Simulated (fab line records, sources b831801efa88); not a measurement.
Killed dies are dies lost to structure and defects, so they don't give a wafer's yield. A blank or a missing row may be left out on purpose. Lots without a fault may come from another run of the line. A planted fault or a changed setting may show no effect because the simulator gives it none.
Which tool did it? | flow sky130 | 13 lots, 37 wafers sampled, at 4 steps of a route of 708

WHAT THE GAUGES READ, wafer by wafer
SKY_VIA1_CD_MEAS_12: target cd 150 nm. Usual: cd_nm 149.5 nm, standard deviation 1.7.
lot  | measured     | on        | cd_nm (nm)        | flag
L383 | day 33 20:25 | cd_sem-01 | 148.8 148.8 149.0 |
L385 | day 34 18:59 | cd_sem-02 | 150.1 148.2 151.0 |
L387 | day 35 16:17 | cd_sem-02 | 149.8 150.1 150.2 |
L390 | day 36 02:32 | cd_sem-01 | 151.3 150.4 149.7 |
L391 | day 36 10:56 | cd_sem-01 | 148.8 147.2 148.3 |
L392 | day 36 16:14 | cd_sem-02 | 150.3 149.5 149.4 |
L393 | day 36 22:08 | cd_sem-02 | 149.3 150.4 148.7 |
L394 | day 37 10:07 | cd_sem-01 | 148.9 150.5 149.7 |
L395 | day 37 14:41 | cd_sem-02 | 150.5 151.5 152.4 |
L396 | day 37 20:14 | cd_sem-01 | 149.7 147.9 148.4 |
L400 | day 39 23:28 | cd_sem-02 | 149.5 148.6 149.0 |
L402 | day 40 06:34 | cd_sem-02 | 145.8 148.4       |
L404 | day 40 08:05 | cd_sem-01 | 150.0 152.3       |

SKY_VIA3_OVL_MEAS_13. Usual: VIA3_OVL -2 nm, standard deviation 5.3.
lot  | measured     | on         | VIA3_OVL (nm) | flag
L383 | day 39 13:16 | overlay-02 | -6 2 -1       |
L385 | day 40 09:41 | overlay-01 | 0 1 1         |
L387 | day 41 05:17 | overlay-01 | -10 -12 -5    |
L390 | day 41 17:22 | overlay-02 | -7 -1 -11     |
L391 | day 41 22:53 | overlay-01 | 0 -2 1        |
L392 | day 42 05:08 | overlay-01 | 0 -1 -5       |
L393 | day 42 14:36 | overlay-02 | -1 2 -1       |
L394 | day 42 21:08 | overlay-02 | 3 -4 -7       |
L395 | day 42 23:58 | overlay-01 | -4 -3 -5      |
L396 | day 43 05:57 | overlay-02 | 5 4 8         |
L400 | day 45 03:37 | overlay-02 | -4 -6 -8      |
L402 | day 45 11:52 | overlay-01 | -6 1          |
L404 | day 45 13:55 | overlay-02 | -11 -5        |

SKY_VIA4_RS_MEAS_19: measures by four-point-probe. Usual: VIA4_W_RS 0.2255 ohm/sq, standard deviation 0.0018.
lot  | measured     | on            | VIA4_W_RS (ohm/sq)   | flag
L383 | day 42 19:41 | film_metro-01 | 0.2269 0.2267 0.2318 |
L385 | day 43 11:48 | film_metro-04 | 0.2262 0.2275 0.2280 |
L387 | day 44 08:29 | film_metro-01 | 0.2268 0.2263 0.2246 |
L390 | day 44 18:39 | film_metro-04 | 0.2269 0.2254 0.2253 |
L391 | day 45 00:55 | film_metro-03 | 0.2238 0.2243 0.2245 |
L392 | day 45 04:52 | film_metro-04 | 0.2290 0.2263 0.2267 |
L393 | day 45 12:17 | film_metro-04 | 0.2270 0.2257 0.2267 |
L394 | day 45 20:59 | film_metro-01 | 0.2244 0.2259 0.2249 |
L395 | day 45 23:35 | film_metro-03 | 0.2260 0.2249 0.2258 |
L396 | day 46 03:26 | film_metro-04 | 0.2241 0.2262 0.2242 |
L400 | day 47 21:53 | film_metro-04 | 0.2250 0.2266 0.2255 |
L402 | day 48 03:56 | film_metro-01 | 0.2263 0.2242        |
L404 | day 48 07:02 | film_metro-03 | 0.2249 0.2262        |

WHICH TOOL RAN EACH LOT (tool, then ch and the chambers of the sampled wafers, then the start)
lot  | SKY_METAL4_ETCH_17
L383 | rie_diel-04 ch 0,3, day 41 17:55
L385 | rie_diel-01 ch 1,2,3, day 42 11:34
L387 | rie_diel-04 ch 0,2,3, day 43 07:19
L390 | rie_diel-04 ch 0,1,3, day 43 18:22
L391 | rie_diel-02 ch 0,1,2, day 44 00:34
L392 | rie_diel-04 ch 1,2,3, day 44 05:10
L393 | rie_diel-04 ch 1,2,3, day 44 13:29
L394 | rie_diel-02 ch 0,1,2, day 44 21:28
L395 | rie_diel-02 ch 0,1,3, day 44 23:56
L396 | rie_diel-02 ch 0,1,2, day 45 05:00
L400 | rie_diel-02 ch 0,2,3, day 46 23:19
L402 | rie_diel-02 ch 2, day 47 07:07
L404 | rie_diel-02 ch 2,3, day 47 08:55
- SKY_METAL4_ETCH_17: etches SiO2 in C4F8/O2/Ar, stops on TiN, time 3.9 s, target depth 15 nm.

WHAT THE TOOLS THEMSELVES READ (means of the sampled wafers that have a number; where no wafer has one, the mark that the record gives instead)
SKY_METAL4_ETCH_17. Usual: oes_product_au 0.756 a.u., standard deviation 0.008; rf_fwd_power_W 1465 W, standard deviation 5.8.
lot  | tool        | oes_product_au (a.u.) | rf_fwd_power_W (W) | flag
L383 | rie_diel-04 | 0.753                 | 1464               |
L385 | rie_diel-01 | 0.752                 | 1465               |
L387 | rie_diel-04 | 0.753                 | 1465               |
L390 | rie_diel-04 | 0.746                 | 1468               |
L391 | rie_diel-02 | 0.767                 | 1464               |
L392 | rie_diel-04 | 0.750                 | 1463               |
L393 | rie_diel-04 | 0.752                 | 1461               |
L394 | rie_diel-02 | 0.753                 | 1463               |
L395 | rie_diel-02 | 0.759                 | 1461               |
L396 | rie_diel-02 | 0.767                 | 1464               |
L400 | rie_diel-02 | 0.756                 | 1465               |
L402 | rie_diel-02 | 0.760                 | 1476               |
L404 | rie_diel-02 | 0.773                 | 1467               |

THE ANSWER, worked out from the rows above alone
Rule: a lot is off if the mean of its wafers that have a number lies more than 3 standard deviations from the usual mean. A lot without any number at a reading at which 4 lots or more have one is off too. The other lots that the step has rows for count as sound. The gauges are gone through in route order, then the tools' own readings, and for those a lot's mean is taken as printed above. The first step at which some lot is off is used, and at that step the reading that is off furthest; a lot without a number counts as furthest.
No lot is off at any reading shown: from this, nothing can be told.

WHAT THE SIMULATOR HAD PUT IN
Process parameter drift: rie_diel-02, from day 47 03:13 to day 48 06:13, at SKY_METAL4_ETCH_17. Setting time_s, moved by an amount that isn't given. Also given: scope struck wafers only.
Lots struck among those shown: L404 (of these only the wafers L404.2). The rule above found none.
